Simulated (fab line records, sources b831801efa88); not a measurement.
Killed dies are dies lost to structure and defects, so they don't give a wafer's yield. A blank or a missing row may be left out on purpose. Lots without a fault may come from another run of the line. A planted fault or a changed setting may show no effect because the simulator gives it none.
Chamber matching | flow sky130 | SKY_PASSIVATION_ETCH_11 on rie_diel-04: 4 sister chambers
The step etches the open film in CF4/O2, stops on AlCu, target depth 725 nm, time 161.1 s. 4 wafers are shown with their chamber, then 12 later ones without.

WAFERS WITH THEIR CHAMBER
wafer  | chamber | drypump_motor_current_A (A)
L089.1 | 2       | 5.9
L089.4 | 3       | 5.3
L089.5 | 1       | 5.1
L089.6 | 0       | 5.7

WAFERS WITHOUT THEIR CHAMBER
wafer  | drypump_motor_current_A (A)
L094.2 | 5.1
L094.3 | 5.3
L094.6 | 5.8
L095.3 | 5.3
L095.4 | 5.1
L095.5 | 5.7
L096.1 | 5.1
L096.2 | 5.6
L096.5 | 5.6
L097.1 | 5.7
L097.2 | 5.8
L097.6 | 5.8

WHICH CHAMBER EACH WENT THROUGH
wafer  | from the rows above     | in truth
L094.2 | 1                       | 1
L094.3 | 3                       | 3
L094.6 | can't be placed: 0 or 2 | 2
L095.3 | 3                       | 3
L095.4 | 1                       | 1
L095.5 | 0                       | 0
L096.1 | 1                       | 1
L096.2 | 0                       | 0
L096.5 | 0                       | 0
L097.1 | 0                       | 0
L097.2 | can't be placed: 0 or 2 | 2
L097.6 | can't be placed: 0 or 2 | 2
Placed correctly: 9 of 12. Can't be placed from these rows: 3 (the true chamber is among the candidates in 3). Placed wrongly: 0.
How it was worked out, from the rows above alone: a wafer's distance from a chamber is the root of the sum, over the readings, of the square of ((its reading less the chamber's mean) divided by the reading's scatter). The wafer belongs to the nearest chamber; if the next one is less than 2 further off, it can't be placed. A chamber's mean is the mean of its shown wafers. The scatter: with one shown wafer a chamber, the root of the mean of the squares of how far each hidden wafer lies from its nearest shown one.
